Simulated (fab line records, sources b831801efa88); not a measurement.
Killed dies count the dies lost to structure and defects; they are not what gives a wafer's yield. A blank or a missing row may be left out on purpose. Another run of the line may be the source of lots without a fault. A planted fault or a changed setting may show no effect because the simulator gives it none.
Struck lot and sound lot, side by side | flow gf180mcu | 24 out of 602 route steps
Sound: these wafers, L526.2, L526.5, L526.6. Wafers struck: L533.2, L533.3, L533.6. At the end, the cause is stated.
For every step that has rows: the tool of each side, followed by ch and its chambers, followed by its first start. Under that, the readings that differ: sound wafers | struck wafers | difference of the means | sigmas: that difference in standard deviations of wafers without a fault.
alike: readings with means less than 2 such deviations apart, plus words and numbers identical on both sides. not compared: withheld readings, readings lacking a value on some wafer, bounds such as >300 that could conceal the same value, and numbers that have no deviation in the record and whose values overlap.
Wherever a step has rows on one side only, a row that says differs or no value, or a row with sigmas, the two part there. Numbers that have no deviation but don't overlap get no sigmas and don't part them. Lack of a reading on every wafer of one side parts them only where that side has two or more wafers.

GF_M1_STRIP_17: strips in O2/N2.
  sound on plasma_asher-04 ch 0,1, day 17 11:39; struck on plasma_asher-03 ch 0,1, day 20 05:49
  alike: drypump_motor_current_A, heater_power_w, oes_product_au, strip_time_to_endpoint_s
  not compared: rf_hours_counter_h
then, 3 steps without rows for these wafers: GF_M1_STRIP_18 (strips in post etch residue remover, time 1200 s); GF_M1_CLEAN_19 (cleans in DIW); GF_V1_CVD_00 (deposits SiO2, target thk 600 nm, time 100 s).
GF_V1_THK_MEAS_01:
  struck on film_metro-02, day 20 06:36; sound on film_metro-04, day 17 12:17
  alike: V1_CVD_00_THK
GF_V1_CVD_02: deposits SiO2 from TEOS, target thk 850 nm, time 94.851 s.
  sound on pecvd-03 ch 0,1,2, day 17 12:20; struck on pecvd-01 ch 1,2, day 20 06:39
  alike: heater_power_w
GF_V1_THK_MEAS_03:
  struck on film_metro-03, day 20 06:46; sound on film_metro-03, day 17 12:25
  alike: V1_CVD_02_THK
GF_V1_CMP_04: polishes SiO2.
  sound on cmp-02 ch 0,3, day 17 12:31; struck on cmp-02 ch 0,1, day 20 06:49
  alike: edge_zone_pressure_frac, motor_current_A, time_to_endpoint_s
GF_V1_BOW_MEAS_05:
  struck on film_metro-04, day 20 07:08; sound on film_metro-02, day 17 12:47
  alike: V1_BOW
then, 3 steps without rows for these wafers: GF_V1_DEHYDRATE_06 (time 60 s); GF_V1_HMDS_07 (prime time 60 s); GF_V1_COAT_08.
GF_V1_COAT_09: resist thk 1000 nm.
  sound on litho_track-01 ch 0, day 18 00:00; struck on litho_track-03 ch 0, day 20 18:00
  reading                             | sound             | struck         | difference | sigmas
  model.KrF_of_V1_COAT_09.thk_nm (nm) | 999.4 998.5 999.2 | 1098 1093 1093 | +96        |
then, 3 steps without rows for these wafers: GF_V1_SOFTBAKE_10 (time 60 s); GF_V1_EXPOSE_11 (exposes mask Via1, target cd 260 nm); GF_V1_PEB_12 (peb time 90 s).
GF_V1_DEVELOP_13: develop time 60 s.
  sound on litho_track-04 ch 0, day 18 12:37; struck on litho_track-03 ch 0, day 21 06:58
  reading                             | sound             | struck         | difference | sigmas
  model.KrF_of_V1_COAT_09.thk_nm (nm) | 984.4 983.5 984.2 | 1083 1079 1079 | +96        |
GF_V1_CD_MEAS_14 targets a cd of 260 nm.
  struck on cd_sem-02, day 21 07:07; sound on cd_sem-02, day 18 12:46
  reading    | sound             | struck            | difference | sigmas
  cd_nm (nm) | 259.1 259.0 259.0 | 255.0 255.2 255.6 | -3.8       | -3
GF_V1_OVL_MEAS_15:
  struck on overlay-01, day 21 07:13; sound on overlay-01, day 18 12:52
  alike: V1_OVL
GF_V1_ETCH_16: etches BARC in N2/H2.
  sound on rie_diel-01 ch 1,2, day 18 12:54; struck on rie_diel-03 ch 0,1,2, day 21 07:15
  reading             | sound             | struck            | difference | sigmas
  model.V1.cd_nm (nm) | 259.2 259.1 258.6 | 254.7 255.2 255.3 | -3.9       |
  alike: drypump_motor_current_A, oes_product_au, throttle_valve_pct
GF_V1_ETCH_17: etches SiO2 in C4F8/O2/Ar, stops on TiN, target depth 630 nm.
  sound on rie_diel-01 ch 1,2; struck on rie_diel-03 ch 0,1,2
  reading             | sound             | struck            | difference | sigmas
  model.V1.cd_nm (nm) | 259.7 259.3 258.9 | 255.2 254.6 254.8 | -4.4       |
  alike: oes_product_au
GF_V1_STRIP_18: strips in O2/N2.
  sound on plasma_asher-04 ch 0,1, day 18 13:02; struck on plasma_asher-01 ch 0,1, day 21 07:23
  reading               | sound             | struck            | difference | sigmas
  oes_product_au (a.u.) | 0.588 0.582 0.594 | 0.635 0.633 0.636 | +0.047     | +9
  alike: drypump_motor_current_A, heater_power_w
  not compared: rf_hours_counter_h
then, 2 steps without rows for these wafers: GF_V1_STRIP_19 (strips in post etch residue remover, time 1200 s); GF_PASSIVATION_PROBE_99.

== WHERE THEY PART ==
At GF_V1_CD_MEAS_14 first; at GF_V1_STRIP_18 last (within this record only).

WHY: what had been put in by the simulator
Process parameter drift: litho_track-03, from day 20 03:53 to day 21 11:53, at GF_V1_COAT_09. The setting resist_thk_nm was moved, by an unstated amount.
